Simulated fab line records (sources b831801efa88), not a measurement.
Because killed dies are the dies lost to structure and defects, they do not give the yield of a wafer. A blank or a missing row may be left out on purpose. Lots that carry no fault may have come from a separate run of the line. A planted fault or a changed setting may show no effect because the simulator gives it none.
Which tool was responsible? / flow sky130 / route of 708 steps, sampled at 1 step: 7 lots, 21 wafers

## WHAT EACH GAUGE READ, for each wafer
SKY_VIA4_OVL_MEAS_11.
lot=L838; measured=day 44 02:41; on=overlay-02; VIA4_OVL (nm)=0.0 -0.6 -1.9
lot=L841; measured=day 44 08:10; on=overlay-01; VIA4_OVL (nm)=1.9 -0.4 0.0
lot=L846; measured=day 45 10:15; on=overlay-02; VIA4_OVL (nm)=-1.0 -1.8 -1.3
lot=L849; measured=day 46 07:51; on=overlay-01; VIA4_OVL (nm)=-0.6 -0.1 -0.2
lot=L857; measured=day 48 01:19; on=overlay-02; VIA4_OVL (nm)=0.8 1.6 0.1
lot=L859; measured=day 48 13:43; on=overlay-01; VIA4_OVL (nm)=-1.7 -2.4 -0.7
lot=L860; measured=day 48 22:22; on=overlay-01; VIA4_OVL (nm)=-2.4 -2.3 -2.1

## WHICH TOOL RAN EACH LOT (tool, then ch and the chambers of the sampled wafers, then the start)
No process step before these readings appears in the record.

## THE ANSWER, worked out from the rows above alone
Rule: the usual values come from the lots themselves. Put in order of their means at a reading, lots are off if they are a third of the lots or fewer, leave a main group of 4 or more, and stand apart from it by a gap of 3 or more times the standard deviation of the main group's means; of several such gaps the widest counts. Not used: any main group whose means are identical at the precision the tables above print for the reading. A lot without any number at a reading at which 4 lots or more have one is off too. Where the step has rows for the other lots, those lots are counted as sound.
None of the lots is off at any reading shown; this tells nothing.

## WHAT THE SIMULATOR HAD INSERTED
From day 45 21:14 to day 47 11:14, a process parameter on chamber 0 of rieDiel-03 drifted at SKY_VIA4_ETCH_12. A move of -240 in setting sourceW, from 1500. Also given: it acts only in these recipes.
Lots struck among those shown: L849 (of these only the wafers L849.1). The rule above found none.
